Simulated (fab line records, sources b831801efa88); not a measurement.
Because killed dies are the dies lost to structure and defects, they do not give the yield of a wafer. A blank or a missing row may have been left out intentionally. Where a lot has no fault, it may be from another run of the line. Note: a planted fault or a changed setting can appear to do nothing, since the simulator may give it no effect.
A struck lot beside a sound one / flow sky130 / 18 out of 708 route steps
Sound: these wafers, L404.2, L404.3, L404.4. The struck wafers were L407.2, L407.3, L407.5. The cause comes at the end.
Each step with rows lists, per side, the tool, then ch with its chambers, then its first start. Under that, the readings that differ: sound wafers / struck wafers / difference of the means / sigmas: that difference in standard deviations of wafers without a fault.
alike: readings whose means differ by less than 2 such deviations, and words and numbers that are the same on both sides. not compared: withheld readings, readings that some wafer has no value for, bounds like >300 that may hide the same value, and numbers for which the record gives no deviation and whose values overlap.
Wherever a step has rows on one side only, a row that says differs or no value, or a row with sigmas, the two part there. Numbers that don't overlap but have no deviation are shown without sigmas and don't part them. A reading missing from all wafers of one side parts the sides only when that side holds two or more wafers.

SKY_POLY_GATE_ETCH_15: etches BARC in N2/H2, stops on SiO2, time 118.5 s, target depth 110 nm.
  sound on rie_diel-03 ch 0,2,3, day 16 09:14; struck on rie_diel-03 ch 0,1,3, day 18 01:32
  alike: drypump_motor_current_A, oes_product_au, throttle_valve_pct
  not compared: rf_hours_counter_h
SKY_POLY_GATE_ETCH_16: etches Si3N4 in CH3F/O2, stops on poly-Si, time 147.5 s, target depth 75 nm.
  sound on rie_diel-03 ch 0,2,3, day 16 09:19; struck on rie_diel-03 ch 0,1,3, day 18 01:37
  alike: drypump_motor_current_A, oes_product_au, throttle_valve_pct
  not compared: rf_hours_counter_h
SKY_POLY_GATE_ETCH_17: etches poly-Si in HBr/Cl2, stops on SiO2, target depth 180 nm, time 70.5 s.
  sound on rie_si-02 ch 0,1,3, day 16 09:25; struck on rie_si-01 ch 0,1,3, day 18 01:43
  alike: drypump_motor_current_A, oes_product_au, throttle_valve_pct
  not compared: rf_hours_counter_h
SKY_POLY_GATE_STRIP_18: strips in O2/N2.
  sound on plasma_asher-02 ch 0,1, day 16 09:28; struck on plasma_asher-03 ch 0,1, day 18 01:46
  alike: drypump_motor_current_A, oes_product_au, strip_time_to_endpoint_s
  not compared: rf_hours_counter_h
then, 2 steps without rows for these wafers: SKY_POLY_GATE_CLEAN_19 (cleans in SC1/SC2, time 150 s); SKY_POLY_GATE_OXIDATION_20 (stabilise 600 s, purge 300 s, target thk 4 nm).
SKY_POLY_GATE_THK_MEAS_21:
  sound on film_metro-04, day 16 12:13; struck on film_metro-03, day 18 04:57
  alike: POLY_GATE_OXIDATION_THK
SKY_POLY_GATE_CD_MEAS_22:
  sound on cd_sem-01, day 16 12:18; struck on cd_sem-02, day 18 05:02
  alike: cd_nm
then, 4 steps without rows for these wafers: SKY_LDD_N_DEHYDRATE_00 (time 60 s); SKY_LDD_N_HMDS_01 (prime time 60 s); SKY_LDD_N_COAT_02 (resist thk 300 nm); SKY_LDD_N_SOFTBAKE_03 (time 60 s).
SKY_LDD_N_EXPOSE_04: exposes mask NTM, target cd 840 nm.
  sound on iline_stepper-02 ch 0, day 17 02:37; struck on iline_stepper-01 ch 0, day 18 20:16
reading=model.LDD_N.overlay_x_nm (nm); sound=0.1609 0.1609 0.1609; struck=41.74 41.74 41.74; difference=+41.58; sigmas=
  alike: mask
then, 2 steps without rows for these wafers: SKY_LDD_N_PEB_05; SKY_LDD_N_DEVELOP_06 (develop time 60 s).
SKY_LDD_N_OVL_MEAS_07:
  sound on overlay-01, day 17 17:02; struck on overlay-02, day 19 11:44
reading=LDD_N_OVL (nm); sound=-0.7 -1.5 -1.3; struck=41.1 41.0 41.5; difference=+42.4; sigmas=+28
then, 2 steps without rows for these wafers: SKY_LDD_N_IMPLANT_08; SKY_PAD_OPEN_PROBE_99.

WHERE THEY PART
Only at SKY_LDD_N_OVL_MEAS_07, as far as this record shows.

WHY: what had been put in by the simulator
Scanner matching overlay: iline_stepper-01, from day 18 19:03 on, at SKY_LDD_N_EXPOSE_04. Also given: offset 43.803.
